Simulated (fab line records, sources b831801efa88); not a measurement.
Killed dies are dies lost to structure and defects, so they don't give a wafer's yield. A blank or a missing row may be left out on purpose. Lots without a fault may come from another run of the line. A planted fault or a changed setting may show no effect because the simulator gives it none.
Which tool did it? | flow sky130 | 10 lots, 29 wafers sampled, at 4 steps of a route of 708

WHAT THE GAUGES READ, wafer by wafer
SKY_VIA1_RS_MEAS_22: measures by four-point-probe.
lot  | measured     | on            | VIA1_W_RS (ohm/sq)
L353 | day 34 16:12 | film_metro-01 | 0.425 0.432 0.430
L351 | day 34 18:02 | film_metro-04 | 0.429 0.429 0.421
L356 | day 35 17:07 | film_metro-04 | 0.427 0.427 0.424
L358 | day 37 00:49 | film_metro-02 | 0.430 0.427 0.428
L360 | day 37 16:05 | film_metro-02 | 0.424 0.428 0.431
L362 | day 37 22:24 | film_metro-02 | 0.418 0.427 0.425
L363 | day 38 03:58 | film_metro-01 | 0.428 0.427 0.429
L366 | day 39 05:09 | film_metro-02 | 0.425 0.423 0.316
L367 | day 39 11:32 | film_metro-02 | 0.430 0.313 0.311
L368 | day 39 12:29 | film_metro-02 | 0.427 0.310

WHICH TOOL RAN EACH LOT (tool, then ch and the chambers of the sampled wafers, then the start)
lot  | SKY_SD_N_STRIP_11                    | SKY_LI_CONTACT_STRIP_16              | SKY_VIA1_CVD_21
L353 | plasma_asher-01 ch 0,1, day 28 11:27 | plasma_asher-03 ch 0,1, day 29 17:23 | cvd_w-01 ch 0,1, day 34 16:06
L351 | plasma_asher-03 ch 0,1, day 28 12:48 | plasma_asher-03 ch 0,1, day 29 18:58 | cvd_w-02 ch 0,1, day 34 17:55
L356 | plasma_asher-01 ch 0,1, day 29 15:00 | plasma_asher-04 ch 0,1, day 30 20:38 | cvd_w-02 ch 0,1, day 35 17:02
L358 | plasma_asher-04 ch 0,1, day 31 00:44 | plasma_asher-02 ch 0, day 32 05:43   | cvd_w-01 ch 0,1, day 37 00:44
L360 | plasma_asher-04 ch 0,1, day 31 18:08 | plasma_asher-03 ch 0,1, day 32 23:36 | cvd_w-02 ch 0,1, day 37 15:59
L362 | plasma_asher-04 ch 0,1, day 32 00:43 | plasma_asher-03 ch 0, day 33 05:30   | cvd_w-02 ch 0, day 37 22:19
L363 | plasma_asher-04 ch 0,1, day 32 04:20 | plasma_asher-02 ch 0,1, day 33 10:19 | cvd_w-01 ch 0,1, day 38 03:53
L366 | plasma_asher-01 ch 0,1, day 33 09:59 | plasma_asher-04 ch 0,1, day 34 14:47 | cvd_w-02 ch 0,1, day 39 05:03
L367 | plasma_asher-03 ch 1, day 33 16:41   | plasma_asher-04 ch 0, day 34 21:05   | cvd_w-02 ch 0, day 39 11:25
L368 | plasma_asher-01 ch 0, day 33 16:52   | plasma_asher-02 ch 0, day 34 21:16   | cvd_w-02 ch 0,1, day 39 12:22
- SKY_SD_N_STRIP_11: strips in O2/N2.
- SKY_LI_CONTACT_STRIP_16: strips in O2/N2.
- SKY_VIA1_CVD_21: deposits W, target thk 270 nm, time 80.902 s.

THE ANSWER, worked out from the rows above alone
Rule: what is usual is taken from the lots themselves. Put in order of their means at a reading, lots are off if they are a third of the lots or fewer, leave a main group of 4 or more, and stand apart from it by a gap of 3 or more times the standard deviation of the main group's means; of several such gaps the widest counts. A main group whose means are all the same, to the digits that the tables above print for the reading, isn't used. A lot without any number at a reading at which 4 lots or more have one is off too. The other lots that the step has rows for count as sound.
Off: L366, L367, L368, at SKY_VIA1_RS_MEAS_22 (VIA1_W_RS). The main group: mean 0.427 ohm/sq, standard deviation 0.0018.
A tool fits if, at a process step before that reading, it ran every lot that is off, and no sound lot after the first of them. The gauges at SKY_VIA1_RS_MEAS_22 are tried like those tools. Can't be told from this: 2 tools fit, cvd_w-02 at SKY_VIA1_CVD_21, film_metro-02 at SKY_VIA1_RS_MEAS_22.

WHAT THE SIMULATOR HAD PUT IN
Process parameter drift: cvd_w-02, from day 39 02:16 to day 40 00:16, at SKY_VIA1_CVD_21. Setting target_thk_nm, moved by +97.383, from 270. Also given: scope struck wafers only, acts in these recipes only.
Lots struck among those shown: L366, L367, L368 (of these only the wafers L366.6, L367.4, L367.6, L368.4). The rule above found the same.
